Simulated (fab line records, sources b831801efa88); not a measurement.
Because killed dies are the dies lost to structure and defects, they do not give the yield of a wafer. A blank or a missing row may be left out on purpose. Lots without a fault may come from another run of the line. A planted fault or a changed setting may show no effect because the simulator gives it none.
What tool caused it? | flow gf180mcu | 21 wafers from 7 lots sampled at 2 of the route's 602 steps

## WHAT THE GAUGES SHOWED, per wafer
GF_TOP_METAL_CD_MEAS_14: target cd 440 nm.
lot  | measured     | on        | cd nm (nm)
L539 | day 28 05:40 | cd sem-01 | 440.1 440.4 439.8
L543 | day 29 19:25 | cd sem-01 | 440.6 441.7 441.7
L545 | day 30 09:30 | cd sem-02 | 438.1 439.3 439.3
L548 | day 31 02:03 | cd sem-01 | 438.8 439.2 440.6
L550 | day 31 20:00 | cd sem-01 | 439.9 440.8 442.0
L559 | day 33 19:09 | cd sem-02 | 439.3 438.7 441.9
L561 | day 34 05:18 | cd sem-01 | 439.5 440.7 437.6

## TOOL THAT RAN EACH LOT (tool first, then ch and the chambers of the sampled wafers, then the start)
lot  | GF_V5_CVD_02
L539 | pecvd-01 ch 0,1,2, day 26 10:56
L543 | pecvd-03 ch 1,2, day 28 02:47
L545 | pecvd-04 ch 0,2, day 28 17:21
L548 | pecvd-03 ch 1,2, day 29 11:05
L550 | pecvd-04 ch 0,1, day 30 06:40
L559 | pecvd-01 ch 0,1,2, day 32 09:16
L561 | pecvd-03 ch 0,1, day 32 19:40
- GF_V5_CVD_02: deposits SiO2 from TEOS, target thk 1450 nm, time 163.28 s.

## THE ANSWER, worked out from the rows above alone
Rule: the usual values come from the lots themselves. Put in order of their means at a reading, lots are off if they are a third of the lots or fewer, leave a main group of 4 or more, and stand apart from it by a gap of 3 or more times the standard deviation of the main group's means; of several such gaps the widest counts. Not used: any main group whose means are identical at the precision the tables above print for the reading. Also off: a lot with no number at a reading for which 4 or more lots have one. Where the step has rows for the other lots, those lots are counted as sound.
None of the lots is off at any reading shown; this tells nothing.

## WHAT THE SIMULATOR HAD INSERTED
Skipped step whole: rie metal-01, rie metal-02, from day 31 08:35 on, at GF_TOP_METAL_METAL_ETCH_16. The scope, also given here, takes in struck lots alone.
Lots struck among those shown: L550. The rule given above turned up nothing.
